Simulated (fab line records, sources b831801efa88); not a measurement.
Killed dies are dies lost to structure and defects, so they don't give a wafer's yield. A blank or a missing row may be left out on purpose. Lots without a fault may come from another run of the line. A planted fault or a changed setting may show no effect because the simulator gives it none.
A struck lot beside a sound one | flow gf180mcu | 43 steps out of a route of 602
Sound: wafers L775.1, L775.3, L775.4. Struck: wafer L770.6. (L770.2 of the same lot was not struck and is left out.) The cause comes at the end.
At each step with rows: each side's tool, then ch and its chambers, then its first start. Under that, the readings that differ: sound wafers | struck wafers | difference of the means | sigmas: that difference in standard deviations of wafers without a fault.
alike: readings whose means differ by less than 2 such deviations, and words and numbers that are the same on both sides. not compared: withheld readings, readings that some wafer has no value for, bounds like >300 that may hide the same value, and numbers for which the record gives no deviation and whose values overlap.
The two part at a step that has a row with sigmas, a row that says differs or no value, or rows on one side only. Numbers that don't overlap but have no deviation are shown without sigmas and don't part them. A reading that every wafer of one side lacks parts them only if that side has two wafers or more.

first, 1 step without rows for these wafers: GF_DNWELL_IMPLANT_07.
GF_DNWELL_STRIP_08: strips in O2/N2.
  sound on plasma_asher-02 ch 0,1, day 7 02:16; struck on plasma_asher-01 ch 0, day 5 19:46
  alike: chamber_pressure_mTorr, drypump_motor_current_A, heater_power_w, n2_flow_sccm, oes_product_au, strip_time_to_endpoint_s
  not compared: rf_hours_counter_h
GF_DNWELL_TW_MEAS_09:
  sound on film_metro-01, day 7 02:22; struck on film_metro-01, day 5 19:53
  alike: DNWELL_TW
then, 7 steps without rows for these wafers: GF_NWELL_DEHYDRATE_00 (time 60 s); GF_NWELL_HMDS_01 (prime time 60 s); GF_NWELL_COAT_02 (resist thk 3000 nm); GF_NWELL_SOFTBAKE_03; GF_NWELL_EXPOSE_04 (exposes mask Nwell, target cd 860 nm); GF_NWELL_PEB_05; GF_NWELL_DEVELOP_06 (develop time 60 s).
GF_NWELL_OVL_MEAS_07:
  sound on overlay-01, day 7 18:31; struck on overlay-02, day 6 10:44
  reading        | sound          | struck | difference | sigmas
  NWELL_OVL (nm) | -0.2 -2.3 -1.0 | 2.6    | +3.8       | +3
then, 1 step without rows for these wafers: GF_NWELL_IMPLANT_08.
GF_NWELL_IMPLANT_09:
  sound on implanter-04 ch 0, day 7 18:43; struck on implanter-02 ch 0, day 6 10:56
  reading            | sound            | struck | difference | sigmas
  beam_on_s (s)      | 9.69 10.08 10.01 | 11.30  | +1.37      | +6
  faraday_current_uA | 23.1 22.3 22.5   | 20.0   | -2.6       | -5
GF_NWELL_STRIP_10: strips in O2/N2.
  sound on plasma_asher-02 ch 0,1, day 7 18:52; struck on plasma_asher-02 ch 0, day 6 11:04
  alike: chamber_pressure_mTorr, drypump_motor_current_A, heater_power_w, n2_flow_sccm, oes_product_au, strip_time_to_endpoint_s
  not compared: rf_hours_counter_h
GF_NWELL_TW_MEAS_11:
  sound on film_metro-02, day 7 18:58; struck on film_metro-04, day 6 11:11
  alike: NWELL_TW
then, 7 steps without rows for these wafers: GF_LVPWELL_DEHYDRATE_00 (time 60 s); GF_LVPWELL_HMDS_01 (prime time 60 s); GF_LVPWELL_COAT_02 (resist thk 3000 nm); GF_LVPWELL_SOFTBAKE_03; GF_LVPWELL_EXPOSE_04 (exposes mask LVPWELL, target cd 600 nm); GF_LVPWELL_PEB_05; GF_LVPWELL_DEVELOP_06 (develop time 60 s).
GF_LVPWELL_OVL_MEAS_07:
  sound on overlay-02, day 8 11:11; struck on overlay-02, day 7 01:15
  alike: LVPWELL_OVL
then, 2 steps without rows for these wafers: GF_LVPWELL_IMPLANT_08; GF_LVPWELL_IMPLANT_09.
GF_LVPWELL_STRIP_10: strips in O2/N2.
  sound on plasma_asher-04 ch 0,1, day 8 11:32; struck on plasma_asher-01 ch 1, day 7 01:35
  alike: chamber_pressure_mTorr, drypump_motor_current_A, heater_power_w, n2_flow_sccm, oes_product_au, strip_time_to_endpoint_s
  not compared: rf_hours_counter_h
GF_LVPWELL_TW_MEAS_11:
  sound on film_metro-04, day 8 11:38; struck on film_metro-02, day 7 01:41
  alike: LVPWELL_TW
then, 7 steps without rows for these wafers: GF_MVSD_DEHYDRATE_00 (time 60 s); GF_MVSD_HMDS_01 (prime time 60 s); GF_MVSD_COAT_02 (resist thk 3000 nm); GF_MVSD_SOFTBAKE_03; GF_MVSD_EXPOSE_04 (exposes mask MVSD, target cd 1000 nm); GF_MVSD_PEB_05; GF_MVSD_DEVELOP_06 (develop time 60 s).
GF_MVSD_OVL_MEAS_07:
  sound on overlay-01, day 9 04:19; struck on overlay-01, day 7 17:20
  alike: MVSD_OVL
then, 2 steps without rows for these wafers: GF_MVSD_IMPLANT_08; GF_MVSD_IMPLANT_09.
GF_MVSD_STRIP_10: strips in O2/N2.
  sound on plasma_asher-03 ch 0,1, day 9 04:39; struck on plasma_asher-03 ch 1, day 7 17:40
  alike: chamber_pressure_mTorr, drypump_motor_current_A, heater_power_w, n2_flow_sccm, oes_product_au, strip_time_to_endpoint_s
  not compared: rf_hours_counter_h
GF_MVSD_TW_MEAS_11:
  sound on film_metro-04, day 9 04:45; struck on film_metro-04, day 7 17:47
  alike: MVSD_TW
then, 3 steps without rows for these wafers: GF_MVPSD_DEHYDRATE_00 (time 60 s); GF_MVPSD_HMDS_01 (prime time 60 s); GF_MVPSD_COAT_02 (resist thk 3000 nm).
-- the record jumps here: 4 days lie between the struck wafers' starts before and after --
GF_VT_IMPLANT_RS_MEAS_47: measures by four-point-probe.
  sound on film_metro-02, day 13 01:43; struck on film_metro-03, day 11 10:19
  reading           | sound             | struck | difference | sigmas
  NWELL_RS (ohm/sq) | 486.6 487.3 487.7 | 477.5  | -9.7       | -6

WHERE THEY PART
First at GF_NWELL_OVL_MEAS_07; last, within this record, at GF_VT_IMPLANT_RS_MEAS_47.

WHY: what the simulator had put in
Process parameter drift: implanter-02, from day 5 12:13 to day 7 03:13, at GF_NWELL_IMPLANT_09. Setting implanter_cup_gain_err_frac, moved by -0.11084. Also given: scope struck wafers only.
